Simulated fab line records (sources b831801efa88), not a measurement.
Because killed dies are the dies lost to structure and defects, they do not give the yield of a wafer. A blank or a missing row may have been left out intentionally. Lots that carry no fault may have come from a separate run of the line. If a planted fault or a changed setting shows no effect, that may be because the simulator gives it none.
Code-filled problem report in 8D (eight disciplines) form | flow sky130 | the parts of the form that need people (team, actions taken, sign-off) are left out

## 1. THE ISSUE
SD_N_RS at SKY_SD_N_RS_MEAS_16 reads a mean of 78.84 ohm/sq on 6 wafers of 2 lots; wafers without a fault read 68.55 ohm/sq with a standard deviation of 0.11. That puts it +94 standard deviations away from the usual mean.
The step: measures by four-point-probe.
Earliest sighting: wafer L670.2 on film metro-03 at day 32 02:22. The record has a number at this step for 33 wafers belonging to 11 lots. The rule behind "out" and "out of limits": a value lying over 4 standard deviations away from the usual mean. All remaining wafers that have a number are taken as sound.

## 2. WHAT IT IS AND WHAT IT IS NOT
question                    | is                           | is not
which readings at this step | SD_N_RS                      | -
which lots                  | L669, L670                   | L659, L660, L661, L662, L663, L675, L677, L680, L682
which wafers of those lots  | all that have a number       | -
read on which gauges        | film metro-02, film metro-03 | film metro-01
when                        | from day 32 02:22            | up to then (15 sound wafers); but 12 sound wafers of L675, L677, L680, L682 came after

## 3. THE SUSPECTS, EACH WITH WHAT RULES IT OUT
Counting: a tool at a process step up to the reading stays a suspect if it ran every lot that is out and no sound lot after the first of them.
- the gauge at SKY_SD_N_RS_MEAS_16 is ruled out. Those wafers that are out were read across 2 gauges (film metro-02, film metro-03).
- implanter-02 at SKY_SD_N_IMPLANT_09: ruled out as a lasting fault. Following L670 (day 32 01:41), the first lot on it that is out, the sound lots L682 were run on it.
Left after counting: nothing in the record.

## 4. THE CAUSE (what the simulator had put in)
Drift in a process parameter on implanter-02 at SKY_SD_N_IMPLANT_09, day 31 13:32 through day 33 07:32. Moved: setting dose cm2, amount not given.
It was ruled out by counting, in error; the rule expects a fault to strike all lots run on its tool from its start on, and this fault did not.

## 5. THE CHAIN OF EFFECTS, in route order
One row per reading whose mean, taken over the struck wafers that have a number, lies over 3 standard deviations from the usual. Only readings whose record carries a usual standard deviation are examined. hours: median over the lots of the time between each lot's start at the first step of this table that gives one and its start at this step. sigmas: the change, counted in usual standard deviations.
hours | step                | reading                  | usual        | on struck wafers | change | sigmas
0     | SKY_SD_N_IMPLANT_09 | beam on s                | 19.5 s       | 9.9              | -9.6   | -8.0
0     | SKY_SD_N_IMPLANT_09 | dose ions cm2            | 4e+15        | 2e+15            | -2e+15 | -99 or more
0     | SKY_SD_N_STRIP_11   | oes product au           | 0.527 a.u.   | 0.561            | +0.034 | +7.3
0     | SKY_SD_N_STRIP_11   | strip time to endpoint s | 22.56 s      | 20.05            | -2.51  | -60
0     | SKY_SD_N_TW_MEAS_12 | SD_N_TW                  | 3970         | 3817             | -153   | -3.6
1     | SKY_SD_N_RS_MEAS_16 | SD_N_RS                  | 68.55 ohm/sq | 78.84            | +10.29 | +94
It contains these process steps:
- SKY_SD_N_IMPLANT_09
- SKY_SD_N_STRIP_11: strips in O2/N2.

## 6. WHAT WOULD HAVE CAUGHT IT SOONER
13 hours passed between the start of the fault at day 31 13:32 and the first reading out of limits at a measuring or inspecting step in this record, taken at day 32 02:22.
The tool's own readings at SKY_SD_N_IMPLANT_09 were out on every struck wafer that the step has a row for (beam on s, dose ions cm2): an alarm limit on them would have fired on the first of those.
